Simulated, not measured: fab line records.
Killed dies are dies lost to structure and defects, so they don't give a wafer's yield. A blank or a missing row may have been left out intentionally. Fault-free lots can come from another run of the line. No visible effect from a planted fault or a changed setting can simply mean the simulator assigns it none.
Which tool did it? | flow sky130 | 6 lots, 18 wafers sampled, at 3 steps of a route of 708

## WHAT EACH GAUGE READ, for each wafer
SKY_VT_ADJUST_HVTR_CD_MEAS_07: the cd target is 380 nm.
lot  | measured     | on        | cd-nm (nm)
L700 | day 9 19:55  | cd-sem-02 | 376.9 378.2 376.3
L702 | day 10 03:04 | cd-sem-01 | 375.7 378.0 380.8
L706 | day 12 11:37 | cd-sem-02 | - - -
L715 | day 14 13:34 | cd-sem-02 | 379.8 382.7 382.4
L719 | day 15 12:59 | cd-sem-01 | 380.2 380.3 380.0
L721 | day 16 07:32 | cd-sem-01 | 381.8 382.7 381.8

## WHAT TOOL EACH LOT RAN ON (gives the tool, then ch and the chambers of the sampled wafers, and finally the start)
lot  | SKY_VT_ADJUST_NCORE_STRIP_10         | SKY_VT_ADJUST_HVTR_EXPOSE_04
L700 | plasma-asher-04 ch 0,1, day 8 22:00  | iline-stepper-02 ch 0, day 9 09:08
L702 | plasma-asher-04 ch 0,1, day 9 05:12  | iline-stepper-02 ch 0, day 9 16:09
L706 | plasma-asher-04 ch 0,1, day 11 11:51 | iline-stepper-02 ch 0, day 11 23:44
L715 | plasma-asher-04 ch 0,1, day 13 11:28 | iline-stepper-01 ch 0, day 14 00:18
L719 | plasma-asher-04 ch 0,1, day 14 10:15 | iline-stepper-02 ch 0, day 14 23:26
L721 | plasma-asher-04 ch 1, day 15 04:19   | iline-stepper-02 ch 0, day 15 18:10
- SKY_VT_ADJUST_NCORE_STRIP_10: strips in O2/N2.
- SKY_VT_ADJUST_HVTR_EXPOSE_04: exposes mask HVTRM, target cd 380 nm.

## THE ANSWER, worked out from the rows above alone
Rule: usual is defined by the lots themselves. The widest of any qualifying gaps counts: lots, ordered by their means at a reading, are off when they make up no more than a third of the lots, leave a main group of 4 or more, and stand apart from it by 3 or more times the standard deviation of that group's means. The tables above print the reading to a certain number of digits; a main group whose means all agree to those digits is not used. A lot without any number at a reading at which 4 lots or more have one is off too. Where the step has rows for the other lots, those lots are counted as sound.
Off: L706 (SKY_VT_ADJUST_HVTR_CD_MEAS_07, cd-nm). Without a number there: L706. Mean 379.8 nm and standard deviation 1.9 in the main group.
A tool fits if, at a process step before that reading, it ran every lot that is off, and no sound lot after the first of them. Gauges at SKY_VT_ADJUST_HVTR_CD_MEAS_07: tried the same way as those tools. None of those tried fits.

## WHAT HAD BEEN PUT IN BY THE SIMULATOR
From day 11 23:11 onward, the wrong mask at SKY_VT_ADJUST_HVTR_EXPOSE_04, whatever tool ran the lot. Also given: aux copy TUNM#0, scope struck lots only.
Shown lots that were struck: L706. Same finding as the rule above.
